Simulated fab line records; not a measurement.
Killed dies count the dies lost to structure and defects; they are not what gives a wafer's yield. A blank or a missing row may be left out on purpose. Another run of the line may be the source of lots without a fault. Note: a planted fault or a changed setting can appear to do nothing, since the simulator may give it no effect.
Which tool was responsible? ; flow gf180mcu ; Sampling: 11 lots, 33 wafers, 2 of 602 route steps

WHAT THE GAUGES READ, wafer by wafer
GF_V2_THK_MEAS_01. Usual: V2_CVD_00_THK gives 604 nm (standard deviation 7.1).
lot;measured;on;V2_CVD_00_THK (nm);flag
L244;day 19 04:30;film metro-01;615 605 597;
L249;day 21 08:14;film metro-03;617 619 598;
L250;day 21 14:37;film metro-03;605 599 602;
L256;day 24 02:02;film metro-04;603 607 606;
L258;day 24 09:38;film metro-01;598 601 605;
L260;day 25 04:46;film metro-03;605 601 597;
L262;day 25 14:38;film metro-04;608 600 603;
L263;day 25 21:54;film metro-03;600 613 608;
L264;day 26 08:53;film metro-03;594 585 597;
L265;day 26 17:13;film metro-04;600 603 605;
L266;day 26 21:34;film metro-04;610 620 617;

GF_V2_THK_MEAS_03. Usual: V2_CVD_02_THK gives 855 nm (standard deviation 11).
lot;measured;on;V2_CVD_02_THK (nm);flag
L244;day 19 04:38;film metro-04;876 870 856;
L249;day 21 08:22;film metro-04;850 850 862;
L250;day 21 14:44;film metro-03;840 844 864;
L256;day 24 02:10;film metro-03;858 857 867;
L258;day 24 09:46;film metro-04;856 874 863;
L260;day 25 04:53;film metro-04;841 841 855;
L262;day 25 14:46;film metro-01;845 875 863;
L263;day 25 22:02;film metro-04;837 832 847;
L264;day 26 09:01;film metro-04;857 863 849;
L265;day 26 17:21;film metro-04;838 833 856;
L266;day 26 21:41;film metro-03;877 867 866;

TOOL THAT RAN EACH LOT (tool first, then ch and the chambers of the sampled wafers, then the start)
The record holds no process step before these readings.

AS READ BY THE TOOLS THEMSELVES (means over the sampled wafers that have a number; for cases with no such wafer, the mark the record gives instead)
The record holds no such reading with a usual standard deviation.

THE ANSWER, worked out from the rows above alone
Rule: take the mean of a lot's wafers that have a number; if it is more than 3 standard deviations from the usual mean, the lot is off. Also off: a lot with no number at a reading for which 4 or more lots have one. Any other lot the step has rows for is counted as sound. First the gauges in route order, then the tools' own readings, where a lot's mean is used as printed above. The first step at which some lot is off is used, and at that step the reading that is off furthest; a lot without a number counts as furthest.
None of the lots is off at any reading shown; this tells nothing.

WHAT THE SIMULATOR PUT IN
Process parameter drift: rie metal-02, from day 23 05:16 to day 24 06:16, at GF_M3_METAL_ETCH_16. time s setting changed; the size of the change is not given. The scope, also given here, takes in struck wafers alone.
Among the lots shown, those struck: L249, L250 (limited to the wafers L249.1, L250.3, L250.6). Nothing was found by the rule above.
